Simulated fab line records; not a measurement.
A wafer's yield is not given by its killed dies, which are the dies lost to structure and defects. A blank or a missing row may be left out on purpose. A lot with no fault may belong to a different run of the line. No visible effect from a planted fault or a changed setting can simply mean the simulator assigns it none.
The tool behind it: which one? || flow sky130 || 33 wafers from 11 lots sampled at 3 of the route's 708 steps

## WHAT EACH GAUGE READ, for each wafer
SKY_METAL3_OVL_MEAS_14.
{"lot": "L474", "measured": "day 39 06:41", "on": "overlay-01", "METAL3_OVL (nm)": "1 1 5"}
{"lot": "L475", "measured": "day 39 13:38", "on": "overlay-01", "METAL3_OVL (nm)": "12 1 8"}
{"lot": "L476", "measured": "day 39 23:56", "on": "overlay-01", "METAL3_OVL (nm)": "10 6 11"}
{"lot": "L478", "measured": "day 40 10:57", "on": "overlay-01", "METAL3_OVL (nm)": "-1 3 0"}
{"lot": "L479", "measured": "day 40 18:06", "on": "overlay-01", "METAL3_OVL (nm)": "1 5 2"}
{"lot": "L483", "measured": "day 42 07:44", "on": "overlay-01", "METAL3_OVL (nm)": "16 7 16"}
{"lot": "L485", "measured": "day 42 11:51", "on": "overlay-01", "METAL3_OVL (nm)": "2 2 2"}
{"lot": "L486", "measured": "day 42 18:42", "on": "overlay-02", "METAL3_OVL (nm)": "1 5 3"}
{"lot": "L491", "measured": "day 43 22:53", "on": "overlay-02", "METAL3_OVL (nm)": "-1 5 5"}
{"lot": "L492", "measured": "day 44 10:26", "on": "overlay-01", "METAL3_OVL (nm)": "2 1 -4"}
{"lot": "L494", "measured": "day 44 16:03", "on": "overlay-02", "METAL3_OVL (nm)": "6 14 7"}

## EACH LOT AND THE TOOL THAT RAN IT (in order: tool; ch and the chambers of the sampled wafers; start)
{"lot": "L474", "SKY_LI_CONTACT_SPUTTER_20": "pvd-sputter-03, day 29 23:34", "SKY_METAL3_SPUTTER_03": "pvd-sputter-02, day 37 03:10"}
{"lot": "L475", "SKY_LI_CONTACT_SPUTTER_20": "pvd-sputter-03, day 30 05:55", "SKY_METAL3_SPUTTER_03": "pvd-sputter-03, day 37 09:32"}
{"lot": "L476", "SKY_LI_CONTACT_SPUTTER_20": "pvd-sputter-04, day 30 19:44", "SKY_METAL3_SPUTTER_03": "pvd-sputter-03, day 37 21:44"}
{"lot": "L478", "SKY_LI_CONTACT_SPUTTER_20": "pvd-sputter-03, day 31 06:46", "SKY_METAL3_SPUTTER_03": "pvd-sputter-02, day 38 09:12"}
{"lot": "L479", "SKY_LI_CONTACT_SPUTTER_20": "pvd-sputter-01, day 31 15:22", "SKY_METAL3_SPUTTER_03": "pvd-sputter-03, day 38 17:31"}
{"lot": "L483", "SKY_LI_CONTACT_SPUTTER_20": "pvd-sputter-04, day 33 08:38", "SKY_METAL3_SPUTTER_03": "pvd-sputter-02, day 40 07:10"}
{"lot": "L485", "SKY_LI_CONTACT_SPUTTER_20": "pvd-sputter-01, day 33 15:43", "SKY_METAL3_SPUTTER_03": "pvd-sputter-02, day 40 12:05"}
{"lot": "L486", "SKY_LI_CONTACT_SPUTTER_20": "pvd-sputter-03, day 34 00:25", "SKY_METAL3_SPUTTER_03": "pvd-sputter-01, day 40 19:14"}
{"lot": "L491", "SKY_LI_CONTACT_SPUTTER_20": "pvd-sputter-03, day 35 08:25", "SKY_METAL3_SPUTTER_03": "pvd-sputter-03, day 42 01:11"}
{"lot": "L492", "SKY_LI_CONTACT_SPUTTER_20": "pvd-sputter-04, day 35 22:34", "SKY_METAL3_SPUTTER_03": "pvd-sputter-03, day 42 12:31"}
{"lot": "L494", "SKY_LI_CONTACT_SPUTTER_20": "pvd-sputter-01, day 36 03:55", "SKY_METAL3_SPUTTER_03": "pvd-sputter-02, day 42 17:50"}
- SKY_LI_CONTACT_SPUTTER_20: material TiN, target thk 20 nm, time 80 s.
- SKY_METAL3_SPUTTER_03: material Ti, target thk 5 nm, time 3.3 s.

## THE ANSWER, worked out from the rows above alone
Rule: the lots themselves supply what counts as usual. Put in order of their means at a reading, lots are off if they are a third of the lots or fewer, leave a main group of 4 or more, and stand apart from it by a gap of 3 or more times the standard deviation of the main group's means; of several such gaps the widest counts. If all means in a main group match to the digits the tables above print for the reading, that group is not used. A lot without any number at a reading at which 4 lots or more have one is off too. Any other lot the step has rows for is counted as sound.
No lot is off on any of the readings shown, so nothing can be concluded from this.

## WHAT THE SIMULATOR HAD INSERTED
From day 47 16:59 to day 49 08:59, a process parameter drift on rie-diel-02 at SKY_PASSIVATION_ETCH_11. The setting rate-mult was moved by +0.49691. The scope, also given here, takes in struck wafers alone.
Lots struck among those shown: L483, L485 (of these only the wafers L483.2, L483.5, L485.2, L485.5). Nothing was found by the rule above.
